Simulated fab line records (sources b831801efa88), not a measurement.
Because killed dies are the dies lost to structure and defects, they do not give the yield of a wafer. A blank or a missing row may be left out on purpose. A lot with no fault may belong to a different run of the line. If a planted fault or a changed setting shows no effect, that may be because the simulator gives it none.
Struck lot and sound lot, side by side	flow gf180mcu	16 steps out of a route of 602
Sound: these wafers, L816.3, L816.5, L816.6. Struck: wafers L824.3, L824.4, L824.5. The cause is given at the end.
At each step with rows: each side's tool, then ch and its chambers, then its first start. Under that, the readings that differ: sound wafers	struck wafers	difference of the means	sigmas: that difference in standard deviations of wafers without a fault.
alike: same words and numbers on both sides, and readings whose means sit less than 2 such deviations apart. not compared: any withheld reading, any reading some wafer has no value for, any bound like >300 that may hide the same value, and any number with overlapping values for which the record gives no deviation.
The two part at a step that has a row with sigmas, a row that says differs or no value, or rows on one side only. Numbers that don't overlap but have no deviation are shown without sigmas and don't part them. A reading missing from all wafers of one side parts the sides only when that side holds two or more wafers.

first, 6 steps without rows for these wafers: GF_M1_HMDS_08 (prime time 60 s); GF_M1_COAT_09 (resist thk 1000 nm); GF_M1_SOFTBAKE_10 (time 60 s); GF_M1_EXPOSE_11 (exposes mask Metal1, target cd 230 nm); GF_M1_PEB_12 (peb time 90 s); GF_M1_DEVELOP_13 (develop time 60 s).
GF_M1_CD_MEAS_14: the cd target is 230 nm.
  sound on cd_sem-01 at day 17 18:05; struck on cd_sem-01 at day 21 02:56
  alike: cd_nm
GF_M1_OVL_MEAS_15:
  sound on overlay-02 at day 17 18:11; struck on overlay-01 at day 21 03:03
  alike: M1_OVL
GF_M1_METAL_ETCH_16: etches the open film in Cl2/BCl3, stops on SiO2, target depth 750.8 nm, time 125.1 s.
  sound on rie_metal-04 ch 0,1, day 17 18:14; struck on rie_metal-02 ch 1, day 21 03:10
  alike: drypump_motor_current_A, oes_product_au, rf_fwd_power_W, throttle_valve_pct
  not compared: rf_hours_counter_h
GF_M1_STRIP_17: strips in O2/N2.
  sound on plasma_asher-04 ch 0,1, day 17 18:22; struck on plasma_asher-01 ch 0,1, day 21 03:22
  alike: drypump_motor_current_A, heater_power_w, oes_product_au, strip_time_to_endpoint_s
  not compared: rf_hours_counter_h
then, 2 steps without rows for these wafers: GF_M1_STRIP_18 (strips in post etch residue remover, time 1200 s); GF_M1_CLEAN_19 (cleans in DIW).
GF_V1_CVD_00: deposits SiO2, target thk 600 nm, time 100 s.
  sound on hdpcvd-01 ch 0,2, day 17 18:52; struck on hdpcvd-02 ch 0,2, day 21 03:52
reading	sound	struck	difference	sigmas
sih4_flow_sccm (sccm)	59.91 60.11 60.10	47.85 48.22 48.33	-11.91	-66
model.SiO2_of_V1_CVD_00.thk_nm (nm)	598.6 595.1 599.3	494.6 477.7 493.4	-109.1	
GF_V1_THK_MEAS_01:
  sound on film_metro-01 at day 17 18:57; struck on film_metro-02 at day 21 03:58
reading	sound	struck	difference	sigmas
V1_CVD_00_THK (nm)	598 595 599	494 477 493	-109	-14
GF_V1_CVD_02: deposits SiO2 from TEOS, target thk 850 nm, time 94.851 s.
  sound on pecvd-02 ch 1,2, day 17 19:02; struck on pecvd-01 ch 0,1,2, day 21 04:00
  alike: heater_power_w, rf_fwd_power_W
-- the record jumps here: 11 days lie between the struck wafers' starts before and after (it left off in module V1 and takes up again in module PASSIVATION, whose first step shown is number 602 of the route) --
GF_PASSIVATION_PROBE_99:
  only the struck wafers here have rows in the record (prober-01, day 32 08:59); the sound ones have none

## WHERE THEY PART
Earliest at GF_V1_CVD_00; latest, in this record, at GF_PASSIVATION_PROBE_99.

WHY: whatever the simulator had introduced
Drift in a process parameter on hdpcvd-02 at GF_V1_CVD_00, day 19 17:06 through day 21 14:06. A move of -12 in setting sih4_flow_sccm, from 60. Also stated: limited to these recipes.
